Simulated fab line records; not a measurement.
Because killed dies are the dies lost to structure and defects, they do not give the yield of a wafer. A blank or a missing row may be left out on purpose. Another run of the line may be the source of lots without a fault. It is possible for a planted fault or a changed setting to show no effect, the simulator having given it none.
Which tool was responsible? | flow sky130 | 36 wafers from 12 lots sampled at 3 of the route's 708 steps

WHAT THE GAUGES READ, wafer by wafer
SKY_METAL2_RS_MEAS_05: measurement is done with a four-point probe.
lot  | measured     | on            | METAL2_ALCU_RS (ohm/sq)
L075 | day 34 10:39 | film-metro-01 | 0.1252 0.1261 0.1270
L077 | day 35 00:29 | film-metro-01 | 0.1247 0.1259 0.1263
L080 | day 36 02:50 | film-metro-02 | 0.1261 0.1267 0.1249
L081 | day 36 16:40 | film-metro-04 | 0.1261 0.1255 0.1268
L083 | day 37 11:50 | film-metro-01 | 0.1258 0.1260 0.1252
L084 | day 37 15:55 | film-metro-01 | 0.1290 0.1286 0.1291
L087 | day 38 15:55 | film-metro-04 | 0.1273 0.1273 0.1263
L089 | day 39 01:11 | film-metro-01 | 0.1270 0.1276 0.1272
L091 | day 39 11:52 | film-metro-04 | 0.1257 0.1247 0.1261
L093 | day 40 05:23 | film-metro-04 | 0.1274 0.1269 0.1281
L095 | day 40 20:41 | film-metro-02 | 0.1250 0.1244 0.1251
L096 | day 41 02:10 | film-metro-02 | 0.1263 0.1264 0.1271

WHAT TOOL EACH LOT RAN ON (gives the tool, then ch and the chambers of the sampled wafers, and finally the start)
lot  | SKY_VIA1_CMP_02               | SKY_METAL2_SPUTTER_04
L075 | cmp-02 ch 1,3, day 33 06:00   | pvd-sputter-03, day 34 10:37
L077 | cmp-01 ch 0,1,3, day 33 19:52 | pvd-sputter-04, day 35 00:26
L080 | cmp-02 ch 0,2,3, day 34 21:53 | pvd-sputter-01, day 36 02:46
L081 | cmp-02 ch 1,2,3, day 35 12:31 | pvd-sputter-01, day 36 16:37
L083 | cmp-01 ch 0,2, day 36 07:58   | pvd-sputter-01, day 37 11:47
L084 | cmp-02 ch 1,2,3, day 36 12:01 | pvd-sputter-03, day 37 15:52
L087 | cmp-02 ch 0,1,3, day 37 12:46 | pvd-sputter-04, day 38 15:50
L089 | cmp-01 ch 0,1,2, day 37 21:34 | pvd-sputter-04, day 39 01:08
L091 | cmp-01 ch 0,3, day 38 09:14   | pvd-sputter-01, day 39 11:48
L093 | cmp-02 ch 2,3, day 39 02:28   | pvd-sputter-04, day 40 05:18
L095 | cmp-01 ch 2,3, day 39 17:43   | pvd-sputter-01, day 40 20:36
L096 | cmp-01 ch 0,1,2, day 39 23:25 | pvd-sputter-03, day 41 02:06
- SKY_VIA1_CMP_02: polishes SiO2.
- SKY_METAL2_SPUTTER_04: material TiN, target thk 70 nm, time 58.3 s.

THE ANSWER, worked out from the rows above alone
Rule: the usual values come from the lots themselves. Put in order of their means at a reading, lots are off if they are a third of the lots or fewer, leave a main group of 4 or more, and stand apart from it by a gap of 3 or more times the standard deviation of the main group's means; of several such gaps the widest counts. A main group is skipped when, at the precision printed for the reading in the tables above, its means are all equal. Also off: a lot with no number at a reading for which 4 or more lots have one. All remaining lots with rows at the step are treated as sound.
None of the lots is off at any reading shown; this tells nothing.

WHAT HAD BEEN PUT IN BY THE SIMULATOR
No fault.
